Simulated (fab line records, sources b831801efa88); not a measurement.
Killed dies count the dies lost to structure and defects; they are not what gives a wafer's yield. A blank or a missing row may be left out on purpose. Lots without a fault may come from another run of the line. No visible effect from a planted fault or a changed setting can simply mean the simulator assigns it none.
Matching of chambers || flow sky130 || SKY_POLY_CUT_ETCH_11 on rie_diel-04: 4 sister chambers
The step etches Si3N4 in CF4/CH2F2/Ar, stops on poly-Si, time 42.5 s, target depth 60 nm. 15 wafers are shown with their chamber, then 7 later ones without.

== WAFERS WITH THEIR CHAMBER ==
{"wafer": "L378.2", "chamber": 0, "drypump_motor_current_A (A)": 5.3, "throttle_valve_pct (%)": 14.996, "oes_product_au (a.u.)": 0.836}
{"wafer": "L378.4", "chamber": 2, "drypump_motor_current_A (A)": 5.5, "throttle_valve_pct (%)": 14.988, "oes_product_au (a.u.)": 0.837}
{"wafer": "L378.5", "chamber": 2, "drypump_motor_current_A (A)": 5.5, "throttle_valve_pct (%)": 14.997, "oes_product_au (a.u.)": 0.827}
{"wafer": "L379.3", "chamber": 3, "drypump_motor_current_A (A)": 6.2, "throttle_valve_pct (%)": 14.996, "oes_product_au (a.u.)": 0.834}
{"wafer": "L379.5", "chamber": 0, "drypump_motor_current_A (A)": 5.3, "throttle_valve_pct (%)": 14.988, "oes_product_au (a.u.)": 0.842}
{"wafer": "L379.6", "chamber": 3, "drypump_motor_current_A (A)": 6.2, "throttle_valve_pct (%)": 14.989, "oes_product_au (a.u.)": 0.839}
{"wafer": "L381.1", "chamber": 3, "drypump_motor_current_A (A)": 6.2, "throttle_valve_pct (%)": 14.980, "oes_product_au (a.u.)": 0.837}
{"wafer": "L381.5", "chamber": 3, "drypump_motor_current_A (A)": 6.1, "throttle_valve_pct (%)": 14.994, "oes_product_au (a.u.)": 0.839}
{"wafer": "L381.6", "chamber": 2, "drypump_motor_current_A (A)": 5.5, "throttle_valve_pct (%)": 14.994, "oes_product_au (a.u.)": 0.830}
{"wafer": "L382.4", "chamber": 1, "drypump_motor_current_A (A)": 5.8, "throttle_valve_pct (%)": 14.999, "oes_product_au (a.u.)": 0.826}
{"wafer": "L382.5", "chamber": 3, "drypump_motor_current_A (A)": 6.2, "throttle_valve_pct (%)": 14.989, "oes_product_au (a.u.)": 0.824}
{"wafer": "L382.6", "chamber": 0, "drypump_motor_current_A (A)": 5.3, "throttle_valve_pct (%)": 14.989, "oes_product_au (a.u.)": 0.826}
{"wafer": "L386.2", "chamber": 0, "drypump_motor_current_A (A)": 5.3, "throttle_valve_pct (%)": 14.992, "oes_product_au (a.u.)": 0.838}
{"wafer": "L386.4", "chamber": 1, "drypump_motor_current_A (A)": 5.8, "throttle_valve_pct (%)": 14.992, "oes_product_au (a.u.)": 0.841}
{"wafer": "L386.6", "chamber": 2, "drypump_motor_current_A (A)": 5.5, "throttle_valve_pct (%)": 14.997, "oes_product_au (a.u.)": 0.829}

SIGNATURES (means of the wafers above)
{"reading": "drypump_motor_current_A", "chamber 0": 5.300, "chamber 1": 5.800, "chamber 2": 5.500, "chamber 3": 6.180, "scatter within a chamber": 0.027}
{"reading": "throttle_valve_pct", "chamber 0": 14.99125, "chamber 1": 14.99550, "chamber 2": 14.99400, "chamber 3": 14.98960, "scatter within a chamber": 0.00496}
{"reading": "oes_product_au", "chamber 0": 0.83550, "chamber 1": 0.83350, "chamber 2": 0.83075, "chamber 3": 0.83460, "scatter within a chamber": 0.0065}
Rule: a wafer lies at a distance from a chamber equal to the root of the sum of squares, over the readings, of (its reading less the chamber's mean, divided by the reading's scatter). The wafer belongs to the nearest chamber; if the next one is less than 2 further off, it can't be placed. How the scatter is found: for the shown wafers, subtract from each reading the mean of its chamber, square and add these, divide the total by (wafers less chambers), then take the root.

== WAFERS WITHOUT THEIR CHAMBER ==
{"wafer": "L393.1", "drypump_motor_current_A (A)": 5.3, "throttle_valve_pct (%)": 14.985, "oes_product_au (a.u.)": 0.830}
{"wafer": "L393.2", "drypump_motor_current_A (A)": 5.5, "throttle_valve_pct (%)": 14.988, "oes_product_au (a.u.)": 0.824}
{"wafer": "L394.4", "drypump_motor_current_A (A)": 5.8, "throttle_valve_pct (%)": 14.990, "oes_product_au (a.u.)": 0.818}
{"wafer": "L394.5", "drypump_motor_current_A (A)": 5.8, "throttle_valve_pct (%)": 15.001, "oes_product_au (a.u.)": 0.832}
{"wafer": "L399.1", "drypump_motor_current_A (A)": 6.2, "throttle_valve_pct (%)": 14.999, "oes_product_au (a.u.)": 0.834}
{"wafer": "L399.4", "drypump_motor_current_A (A)": 5.8, "throttle_valve_pct (%)": 14.994, "oes_product_au (a.u.)": 0.827}
{"wafer": "L399.5", "drypump_motor_current_A (A)": 5.3, "throttle_valve_pct (%)": 14.990, "oes_product_au (a.u.)": 0.833}

== WHICH CHAMBER EACH WENT THROUGH ==
{"wafer": "L393.1", "from the rows above": 0, "in truth": 0}
{"wafer": "L393.2", "from the rows above": 2, "in truth": 2}
{"wafer": "L394.4", "from the rows above": 1, "in truth": 1}
{"wafer": "L394.5", "from the rows above": 1, "in truth": 1}
{"wafer": "L399.1", "from the rows above": 3, "in truth": 3}
{"wafer": "L399.4", "from the rows above": 1, "in truth": 1}
{"wafer": "L399.5", "from the rows above": 0, "in truth": 0}
Correctly placed: 7 of 7. Not placeable from these rows: 0. 0 placed wrongly.
